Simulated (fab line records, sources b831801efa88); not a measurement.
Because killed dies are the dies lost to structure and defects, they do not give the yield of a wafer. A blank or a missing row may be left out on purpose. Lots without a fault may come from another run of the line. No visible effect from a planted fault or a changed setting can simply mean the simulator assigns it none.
fab line records	flow sky130	part 2 of 2: steps 24 to 33 of 33
[record] lots = 5	wafers = 15	last-day = 51
route steps=708 shown SONOS_ONO@169 GATE_OXIDE@187
lots untouched by any fault: they come from a run of this same line in which no faults occurred
start-h: hours from the record's opening day to when the first of the lot's shown wafers began	wait-h: hours from the lot's prior step to this one	" identical to the entry in the row above	L1.1+2: one row covering several wafers at once	- no value, or no start was given	* or withheld: withheld	< > ~ a bound
route shown NAME@n: names a module that has steps shown in the file, with the first one's number in the route	usual: mean/standard deviation of fault-free wafers	same: alike in all rows	chamber/n: place in a boat	sites: readings site by site	_std_site: standard deviation of those values	_edge_site: outer sites' mean less inner sites'	radius-mm: how far each site lies from the wafer's centre	mask NAME#n: copy n	behind: the tool/chamber that last shaped the wafer	hold: why the lot was held/for how many hours/how that ended	device: transistor that didn't switch, given as n, p or np	end of line: the tests these same wafers got at the end of their route	a step with no rows: only its recipe	killed: dies that structure and defects cost at the first sort, which is not the same as the wafer's yield	map: the dies of a wafer, with x for killed, . for not killed, _ for no die there
set.NAME: the setting as run; set.NAME@STEP: as run at that earlier step	model.NAME: the simulator's own value behind a step, which no gauge read
lots at some steps of the route; a table a step, a row a wafer
services: from which hour (start-h, from the record's first day; less than 0 if before it) a tool's chamber was out of use, for how many hours, and why
[[steps]]
[step SKY_GATE_OXIDE_COAT_05]
[recipe] resist = NOVOLAK	spin-rpm = 3000	resist-thk-nm = 1140
[usual] chill-plate-temp-C = 22.98/0.089
lot.wafer	tool	chamber	start-h	wait-h	chill-plate-temp-C
L077.3	litho-track-03	0	353.33	0.1	22.91
L077.4	"	0	"	"	22.94
L077.6	"	0	"	"	22.92
L085.1	litho-track-02	0	418.10	0.1	23.15
L085.3	"	0	"	"	23.11
L085.6	"	0	"	"	23.08
L090.2	litho-track-02	0	456.02	0.1	22.99
L090.3	"	0	"	"	22.92
L090.6	"	0	"	"	22.98
L096.1	litho-track-01	0	503.16	0.1	22.94
L096.4	"	0	"	"	22.82
L096.5	"	0	"	"	23.06
L097.4	litho-track-01	0	507.63	0.1	23.02
L097.5	"	0	"	"	23.17
L097.6	"	0	"	"	23.06
[step SKY_GATE_OXIDE_SOFTBAKE_06]
[recipe] temp-c = 90	time-s = 60	resist = NOVOLAK
[usual] chill-plate-temp-C = 22.98/0.1
lot.wafer	tool	chamber	start-h	wait-h	chill-plate-temp-C
L077.3	litho-track-03	0	353.48	0.1	22.87
L077.4	"	0	"	"	22.81
L077.6	"	0	"	"	22.93
L085.1	litho-track-02	0	418.25	0.1	22.90
L085.3	"	0	"	"	23.01
L085.6	"	0	"	"	23.07
L090.2	litho-track-02	0	456.17	0.1	22.91
L090.3	"	0	"	"	22.94
L090.6	"	0	"	"	22.94
L096.1	litho-track-01	0	503.31	0.1	23.04
L096.4	"	0	"	"	23.03
L096.5	"	0	"	"	22.87
L097.4	litho-track-01	0	507.78	0.1	23.25
L097.5	"	0	"	"	22.97
L097.6	"	0	"	"	23.11
[step SKY_GATE_OXIDE_EXPOSE_07]
[recipe] mask-id = LVOM	na = 0.6	source-shape = conventional	sigma-outer = 0.6	polarization = unpolarized	target-cd-nm = 600	dose-mj = 170
lot.wafer	tool	chamber	start-h	wait-h	mask
L077.3+4+6	iline-stepper-02	0	-	-	LVOM#0
L085.1+3+6	iline-stepper-01	0	-	-	LVOM#0
L090.2+3+6	iline-stepper-01	0	-	-	LVOM#0
L096.1+4+5	iline-stepper-02	0	-	-	LVOM#0
L097.4+5+6	iline-stepper-02	0	-	-	LVOM#0
[step SKY_GATE_OXIDE_PEB_08]
[recipe] temp-c = withheld	time-s = *	resist = NOVOLAK
[usual] chill-plate-temp-C = *
lot.wafer	tool	chamber	start-h	wait-h	chill-plate-temp-C
L077.3	litho-track-01	0	-	-	*
L077.4	"	0	"	"	*
L077.6	"	0	"	"	*
L085.1	litho-track-02	0	-	-	*
L085.3	"	0	"	"	*
L085.6	"	0	"	"	*
L090.2	litho-track-02	0	-	-	*
L090.3	"	0	"	"	*
L090.6	"	0	"	"	*
L096.1	litho-track-02	0	-	-	*
L096.4	"	0	"	"	*
L096.5	"	0	"	"	*
L097.4	litho-track-02	0	-	-	*
L097.5	"	0	"	"	*
L097.6	"	0	"	"	*
[step SKY_GATE_OXIDE_DEVELOP_09]
[recipe] resist = NOVOLAK	developer = TMAH	develop-time-s = 60	dev-temp-c = 23
[usual] chill-plate-temp-C = 22.98/0.092
lot.wafer	tool	chamber	start-h	wait-h	chill-plate-temp-C
L077.3	litho-track-01	0	368.36	0.1	23.18
L077.4	"	0	"	"	23.09
L077.6	"	0	"	"	23.05
L085.1	litho-track-02	0	434.50	0.1	22.87
L085.3	"	0	"	"	22.94
L085.6	"	0	"	"	23.08
L090.2	litho-track-02	0	471.67	0.1	23.10
L090.3	"	0	"	"	22.90
L090.6	"	0	"	"	22.97
L096.1	litho-track-02	0	520.05	0.1	23.01
L096.4	"	0	"	"	23.06
L096.5	"	0	"	"	23.06
L097.4	litho-track-02	0	524.62	0.1	22.85
L097.5	"	0	"	"	22.96
L097.6	"	0	"	"	23.06
[step SKY_GATE_OXIDE_OVL_MEAS_10]
[usual] GATE_OXIDE_OVL = 0.7/1.4
lot.wafer	tool	chamber	start-h	wait-h	GATE_OXIDE_OVL[nm]
L077.3	overlay-01	-	368.47	0.1	-0.5
L077.4	"	-	"	"	0.5
L077.6	"	-	"	"	2.2
L085.1	overlay-02	-	434.65	0.1	1.5
L085.3	"	-	"	"	0.1
L085.6	"	-	"	"	0.7
L090.2	overlay-01	-	471.81	0.1	0.3
L090.3	"	-	"	"	-0.6
L090.6	"	-	"	"	-0.4
L096.1	overlay-01	-	520.20	0.1	-2.0
L096.4	"	-	"	"	1.8
L096.5	"	-	"	"	1.8
L097.4	overlay-02	-	524.72	0.1	1.1
L097.5	"	-	"	"	2.9
L097.6	"	-	"	"	2.4
[step SKY_GATE_OXIDE_IMPLANT_11]
[recipe] species = B	energy-kev = 10	dose-cm2 = 2.6e+12	tilt-deg = withheld
lot.wafer	tool	chamber	start-h	wait-h
L077.3+4+6	implanter-02	0	368.54	0.1
L085.1+3+6	implanter-03	0	434.69	0.0
L090.2+3+6	implanter-01	0	471.86	0.0
L096.1+4+5	implanter-03	0	520.24	0.0
L097.4+5+6	implanter-02	0	524.81	0.1
[step SKY_GATE_OXIDE_WET_ETCH_12]
[recipe] chemistry = dHF	target-depth-nm = 16.8	dry = n2-spin	target = SiO2	dilution = 100:1	temp-c = 25	time-s = 336
[usual] bath-heat-duty-pct = 6.1/0.64	temp-c = 24.98/0.098
lot.wafer	tool	chamber	start-h	wait-h	bath-heat-duty-pct	temp-c
L077.3	wet-bench-01	3	368.64	0.1	6.1	25.06
L077.4	"	3	"	"	6.1	25.09
L077.6	"	3	"	"	6.0	24.97
L085.1	wet-bench-01	0	434.84	0.1	7.0	25.01
L085.3	"	0	"	"	8.4	24.99
L085.6	"	0	"	"	6.6	25.00
L090.2	wet-bench-01	1	471.99	0.1	6.4	25.06
L090.3	"	1	"	"	6.3	24.90
L090.6	"	1	"	"	5.3	24.95
L096.1	wet-bench-02	2	520.39	0.1	5.9	24.95
L096.4	"	2	"	"	6.2	24.95
L096.5	"	2	"	"	5.7	25.04
L097.4	wet-bench-02	1	524.88	0.1	6.4	25.00
L097.5	"	1	"	"	6.4	24.81
L097.6	"	1	"	"	6.3	24.96
[step SKY_GATE_OXIDE_STRIP_13]
[recipe] chemistry = O2/N2	power-w = 1400	pressure-mtorr = 1500	platen-temp-c = withheld	o2-flow-sccm = 3000	n2-flow-sccm = 300	overash-fraction = 0.5
[usual] drypump-motor-current-A = 5.8/0.71	o2-flow-sccm = 3000/8.2	oes-product-au = 0.716/0.0045	strip-time-to-endpoint-s = 14.20/0.038
lot.wafer	tool	chamber	start-h	wait-h	drypump-motor-current-A	o2-flow-sccm	oes-product-au	rf-hours-counter-h	strip-time-to-endpoint-s
L077.3	plasma-asher-02	1	368.78	0.0	6.7	2998	0.718	-	14.26
L077.4	"	0	"	"	4.8	3001	0.715	-	14.22
L077.6	"	0	"	"	4.8	2999	0.714	-	14.25
L085.1	plasma-asher-02	1	434.95	0.0	6.7	3002	0.708	31	14.21
L085.3	"	1	"	"	6.7	2987	0.715	-	14.23
L085.6	"	0	"	"	4.8	2989	0.713	-	14.20
L090.2	plasma-asher-02	0	472.21	0.0	4.8	2993	0.704	35	14.17
L090.3	"	1	"	"	6.7	2998	0.717	-	14.17
L090.6	"	1	"	"	6.7	3005	0.724	-	14.18
L096.1	plasma-asher-01	1	520.49	0.0	6.6	3016	0.717	84	14.17
L096.4	"	1	"	"	6.6	3021	0.716	-	14.19
L096.5	"	0	"	"	5.8	3004	0.711	-	14.21
L097.4	plasma-asher-01	1	525.02	0.0	6.6	3020	0.714	-	14.19
L097.5	"	0	"	"	5.8	2999	0.716	-	14.19
L097.6	"	1	"	"	6.6	3004	0.720	-	14.15
[step SKY_GATE_OXIDE_TW_MEAS_14]
[usual] GATE_OXIDE_TW = 224.4/1.1
lot.wafer	tool	chamber	start-h	wait-h	GATE_OXIDE_TW
L077.3	film-metro-02	-	368.86	0.1	224.9
L077.4	"	-	"	"	223.6
L077.6	"	-	"	"	224.1
L085.1	film-metro-02	-	435.05	0.1	225.8
L085.3	"	-	"	"	224.6
L085.6	"	-	"	"	224.9
L090.2	film-metro-02	-	472.32	0.1	225.7
L090.3	"	-	"	"	225.3
L090.6	"	-	"	"	225.1
L096.1	film-metro-03	-	520.59	0.1	223.4
L096.4	"	-	"	"	222.3
L096.5	"	-	"	"	222.3
L097.4	film-metro-04	-	525.12	0.1	226.3
L097.5	"	-	"	"	224.7
L097.6	"	-	"	"	226.0
[[services]]
tool	chamber	start-h	hours	kind
lpcvd-02	-	288.76	14.6	pm
furnace-01	-	298.09	3.6	pm
iline-stepper-02	-	302.10	12.5	repair
iline-stepper-02	-	314.61	1.7	pm
rie-diel-04	3	316.24	13.5	repair
plasma-asher-01	-	316.64	2.8	pm
rie-diel-02	2	328.01	6.8	repair
lpcvd-03	-	336.36	2.8	pm
iline-stepper-01	-	346.85	2.1	pm
iline-stepper-02	-	360.06	9.3	repair
implanter-02	-	375.50	3.5	pm
rie-diel-04	-	433.83	0.3	repair
furnace-01	-	434.39	4.1	pm
implanter-02	-	440.61	5.4	repair
iline-stepper-01	-	446.44	8.9	repair
implanter-03	-	450.41	1.8	pm
implanter-03	-	453.15	6.3	repair
implanter-02	-	473.07	18.3	pm
implanter-03	-	476.67	2.7	repair
iline-stepper-01	-	486.03	1.7	pm
plasma-asher-02	-	487.95	6.4	repair
implanter-02	-	493.49	3.5	repair
rie-diel-04	0	511.29	15.4	repair
iline-stepper-02	-	521.49	4.3	pm
